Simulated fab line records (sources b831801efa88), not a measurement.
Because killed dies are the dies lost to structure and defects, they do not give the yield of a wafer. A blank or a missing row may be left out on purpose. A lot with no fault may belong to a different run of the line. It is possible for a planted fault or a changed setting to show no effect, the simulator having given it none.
One fault seen from 2 desks || flow sky130 || numbers are kept per desk, each desk with only its own; the story behind them comes last

AT THE METROLOGY DESK
What the gauges read for every lot (on any tool): the sampled wafers with a number, averaged. Any lot whose mean is over 4 standard deviations away from the usual mean is out of limits and marked OUT; that distance is given in the brackets. Shown here are 7 of its 8 readings, the ones lying furthest out on some lot.
Columns: A = cd_nm at SKY_METAL2_CD_MEAS_15, usual 139.7 nm; B = VIA2_HDPCVD_THK at SKY_VIA2_THK_MEAS_01, usual 1175 nm; C = VIA2_BOW at SKY_VIA2_BOW_MEAS_03, usual 86 um; D = cd_nm at SKY_VIA2_CD_MEAS_12, usual 199.6 nm; E = VIA2_OVL at SKY_VIA2_OVL_MEAS_13, usual 2 nm; F = VIA2_W_RS at SKY_VIA2_RS_MEAS_22, usual 0.2743 ohm/sq; G = VIA2_W_THK at SKY_VIA2_THK_MEAS_23, usual 446 nm
{"lot": "L521", "first seen here": "day 36 07:02", "A": 141.3, "B": 1181, "C": 79, "D": 199.0, "E": 1, "F": 0.2738, "G": 450}
{"lot": "L528", "first seen here": "day 38 08:00", "A": 138.5, "B": 1177, "C": 76, "D": 199.2, "E": 6, "F": 0.2733, "G": 451}
{"lot": "L530", "first seen here": "day 38 15:59", "A": 140.9, "B": 1167, "C": 94, "D": 199.9, "E": 5, "F": 0.2742, "G": 446}
{"lot": "L538", "first seen here": "day 41 02:11", "A": 141.4, "B": 1185, "C": 92, "D": 200.7, "E": 3, "F": 0.2796, "G": 439}
{"lot": "L539", "first seen here": "day 41 08:31", "A": 138.3, "B": 1186, "C": 84, "D": 200.9, "E": 1, "F": 0.2725, "G": 449}
{"lot": "L540", "first seen here": "day 41 20:55", "A": 137.5, "B": 1165, "C": 77, "D": 196.1, "E": 0, "F": 0.2732, "G": 453}
This desk found nothing out of limits on any of the 6 lots.

THE TOOL OWNER'S DESK: hdpcvd-01
The tool's own readings at SKY_VIA2_HDPCVD_00 (deposits SiO2, target thk 1180 nm, time 196.7 s): means of the sampled wafers that have a number, for each lot that ran on this tool. Any lot whose mean is over 4 standard deviations away from the usual mean is out of limits and marked OUT; that distance is given in the brackets.
Columns: A = pressure_mtorr at SKY_VIA2_HDPCVD_00, usual 5.999 mTorr
{"lot": "L528", "first seen here": "day 38 09:05", "A": 6.010}
{"lot": "L530", "first seen here": "day 38 16:54", "A": 5.996}
{"lot": "L538", "first seen here": "day 41 03:22", "A": 6.003}
This desk found nothing out of limits on any of the 3 lots.

PUT TOGETHER
Metrology desk: nothing out of limits seen.
The desk of the tool owner found nothing out of limits.

WHAT THE SIMULATOR HAD INSERTED
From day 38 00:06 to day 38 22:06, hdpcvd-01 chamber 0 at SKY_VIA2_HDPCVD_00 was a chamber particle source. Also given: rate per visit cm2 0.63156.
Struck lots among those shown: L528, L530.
